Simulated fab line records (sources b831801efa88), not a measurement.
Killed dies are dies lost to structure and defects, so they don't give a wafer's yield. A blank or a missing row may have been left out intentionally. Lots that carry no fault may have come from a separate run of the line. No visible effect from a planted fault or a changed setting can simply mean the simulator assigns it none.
Which tool did it?    flow sky130    Sampling: 12 lots, 36 wafers, 5 of 708 route steps

== WHAT EACH GAUGE READ, for each wafer ==
SKY_SD_N_CD_MEAS_07: the cd target is 380 nm. Usual: cd-nm reads 380.5 nm (standard deviation 2.5).
lot   measured      on         cd-nm (nm)         flag
L911  day 27 17:03  cd-sem-02  377.6 377.7 376.0  
L912  day 28 05:12  cd-sem-01  375.8 376.1 376.0  
L914  day 29 13:47  cd-sem-02  380.0 379.8 379.1  
L916  day 29 18:22  cd-sem-01  384.1 381.4 383.4  
L915  day 29 23:36  cd-sem-02  381.5 379.2 380.4  
L924  day 32 11:21  cd-sem-02  384.0 382.4 381.4  
L925  day 32 23:02  cd-sem-02  378.5 379.9 379.0  
L927  day 33 10:55  cd-sem-01  379.0 378.6 378.1  
L928  day 33 17:58  cd-sem-02  380.3 380.0 380.4  
L929  day 33 22:53  cd-sem-01  379.5 380.2 380.8  
L930  day 34 05:30  cd-sem-01  378.8 381.1 381.7  
L934  day 35 10:34  cd-sem-02  382.3 382.9 380.9  

SKY_LI_CONTACT_THK_MEAS_01. Usual: for LI_CONTACT_HDPCVD_THK the level is 933 nm and the standard deviation is 10.
lot   measured      on             LI_CONTACT_HDPCVD_THK (nm)  flag
L911  day 27 18:22  film-metro-01  933 931 938                 
L912  day 28 06:30  film-metro-01  950 937 948                 
L914  day 29 15:07  film-metro-03  912 929 930                 
L916  day 29 19:41  film-metro-04  916 928 925                 
L915  day 30 00:56  film-metro-03  943 943 936                 
L924  day 32 12:45  film-metro-01  937 939 941                 
L925  day 33 00:21  film-metro-04  945 957 949                 
L927  day 33 12:17  film-metro-04  937 936 939                 
L928  day 33 19:17  film-metro-04  928 912 917                 
L929  day 34 00:12  film-metro-01  904 922 911                 
L930  day 34 06:49  film-metro-03  928 931 938                 
L934  day 35 11:53  film-metro-01  940 945 936                 

SKY_LOCAL_INTERCONNECT_THK_MEAS_02: measures by xrf. Usual: for LOCAL_INTERCONNECT_TIN_THK the level is 102.0 nm and the standard deviation is 1.1.
lot   measured      on             LOCAL_INTERCONNECT_TIN_THK (nm)  flag
L911  day 29 01:00  film-metro-01  101.2 100.9 100.6                
L912  day 29 13:34  film-metro-02  103.2 103.2 104.1                
L914  day 30 21:00  film-metro-03  104.9 103.0 103.7                
L916  day 31 01:07  film-metro-01  100.8 101.2 100.4                
L915  day 31 07:26  film-metro-01  102.8 102.8 103.5                
L924  day 33 18:00  film-metro-02  101.2 100.5 100.5                
L925  day 34 05:24  film-metro-03  103.5 104.0 102.9                
L927  day 34 16:18  film-metro-03  104.4 103.2 103.1                
L928  day 34 23:32  film-metro-01  101.8 102.2 102.1                
L929  day 35 03:35  film-metro-02  101.8 101.4 100.9                
L930  day 35 11:18  film-metro-02  101.9 101.7 102.3                
L934  day 36 15:35  film-metro-03  101.8 101.2 101.6                

== WHAT TOOL EACH LOT RAN ON (gives the tool, then ch and the chambers of the sampled wafers, and finally the start) ==
lot   SKY_LI_CONTACT_ETCH_14              SKY_LI_CONTACT_STRIP_16
L911  rie-diel-01 ch 0,3, day 28 23:38    plasma-asher-04 ch 0,1, day 28 23:48
L912  rie-diel-04 ch 0,1,3, day 29 12:01  plasma-asher-03 ch 0,1, day 29 12:11
L914  rie-diel-01 ch 0,1,2, day 30 19:38  plasma-asher-03 ch 1, day 30 19:45
L916  rie-diel-01 ch 0,1, day 30 23:34    plasma-asher-04 ch 0,1, day 30 23:43
L915  rie-diel-02 ch 0,1, day 31 06:01    plasma-asher-01 ch 0,1, day 31 06:13
L924  rie-diel-02 ch 0,1,3, day 33 16:38  plasma-asher-04 ch 1, day 33 16:46
L925  rie-diel-02 ch 1,2,3, day 34 03:40  plasma-asher-01 ch 0,1, day 34 03:48
L927  rie-diel-04 ch 0,1,3, day 34 14:58  plasma-asher-01 ch 0,1, day 34 15:05
L928  rie-diel-01 ch 0,2,3, day 34 22:10  plasma-asher-04 ch 0,1, day 34 22:18
L929  rie-diel-01 ch 0,1,3, day 35 02:13  plasma-asher-03 ch 0,1, day 35 02:20
L930  rie-diel-04 ch 1,2, day 35 09:55    plasma-asher-03 ch 1, day 35 10:02
L934  rie-diel-01 ch 0,1,2, day 36 14:14  plasma-asher-04 ch 0,1, day 36 14:22
- SKY_LI_CONTACT_ETCH_14: etches BARC in N2/H2, stops on SiO2, time 45.9 s, target depth 60 nm.
- SKY_LI_CONTACT_STRIP_16: strips in O2/N2.

== AS READ BY THE TOOLS THEMSELVES (means over the sampled wafers that have a number; for cases with no such wafer, the mark the record gives instead) ==
SKY_LI_CONTACT_ETCH_14. Usual: drypump-motor-current-A 5.5 A, standard deviation 0.46; oes-product-au 0.855 a.u., standard deviation 0.0051; run-length-s 74.3 s, standard deviation 0.32; throttle-valve-pct 13.227 %, standard deviation 0.0081.
lot   tool         drypump-motor-current-A (A)  oes-product-au (a.u.)  run-length-s (s)  throttle-valve-pct (%)  flag
L911  rie-diel-01  5.2                          0.860                  74.1              13.231                  
L912  rie-diel-04  5.6                          0.851                  73.9              13.230                  
L914  rie-diel-01  6.0                          0.858                  74.4              13.226                  
L916  rie-diel-01  6.0                          0.858                  74.4              13.228                  
L915  rie-diel-02  5.1                          0.855                  74.3              13.226                  
L924  rie-diel-02  5.1                          0.778                  88.5              13.224                  OFF
L925  rie-diel-02  5.3                          0.783                  88.8              13.225                  OFF
L927  rie-diel-04  5.6                          0.857                  74.0              13.226                  
L928  rie-diel-01  5.6                          0.850                  74.2              13.225                  
L929  rie-diel-01  5.6                          0.856                  74.4              13.228                  
L930  rie-diel-04  5.6                          0.860                  74.4              13.242                  
L934  rie-diel-01  6.0                          0.854                  74.5              13.222                  

SKY_LI_CONTACT_STRIP_16. Usual: drypump-motor-current-A 5.35 A, standard deviation 0.29; oes-product-au 0.376 a.u., standard deviation 0.0046; strip-time-to-endpoint-s 3.499 s, standard deviation 0.03.
lot   tool             drypump-motor-current-A (A)  oes-product-au (a.u.)  strip-time-to-endpoint-s (s)  flag
L911  plasma-asher-04  5.28                         0.376                  3.493                         
L912  plasma-asher-03  5.67                         0.373                  3.486                         
L914  plasma-asher-03  5.71                         0.381                  3.527                         
L916  plasma-asher-04  5.19                         0.376                  3.522                         
L915  plasma-asher-01  5.07                         0.374                  3.474                         
L924  plasma-asher-04  5.37                         0.370                  3.378                         OFF
L925  plasma-asher-01  5.06                         0.374                  3.338                         OFF
L927  plasma-asher-01  5.06                         0.373                  3.523                         
L928  plasma-asher-04  5.27                         0.376                  3.536                         
L929  plasma-asher-03  5.64                         0.379                  3.538                         
L930  plasma-asher-03  5.71                         0.377                  3.469                         
L934  plasma-asher-04  5.20                         0.381                  3.503                         

== THE ANSWER, worked out from the rows above alone ==
Rule: a lot is off if the mean of its wafers that have a number lies more than 3 standard deviations from the usual mean. A lot without any number at a reading at which 4 lots or more have one is off too. Any other lot the step has rows for is counted as sound. After the gauges, taken in route order, come the tools' own readings; for these a lot's mean is taken, as printed above. At the first step where some lot is off, the reading lying furthest off is the one used; lots without a number count as furthest.
Off: L924, L925 (SKY_LI_CONTACT_ETCH_14, run-length-s).
If a tool, at that step or one of the process steps before it, ran each lot that is off and ran no sound lot following the first of them, it fits. One candidate fits, namely rie-diel-02 at SKY_LI_CONTACT_ETCH_14. Its last sound lot is L915 (day 31 06:01), its first lot that is off L924 (day 33 16:38): a fault that began between those two fits.
The tool's own readings at SKY_LI_CONTACT_ETCH_14 bear it out: on the lots that are off they differ by more than 5 times the standard deviation of the sound lots' means. oes-product-au reads 0.780 a.u. there against 0.856 a.u. on the sound lots; run-length-s reads 88.7 s there against 74.3 s on the sound lots.

== WHAT THE SIMULATOR HAD PUT IN ==
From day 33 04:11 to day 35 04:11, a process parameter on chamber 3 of rie-diel-02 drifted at SKY_LI_CONTACT_ETCH_14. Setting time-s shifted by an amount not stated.
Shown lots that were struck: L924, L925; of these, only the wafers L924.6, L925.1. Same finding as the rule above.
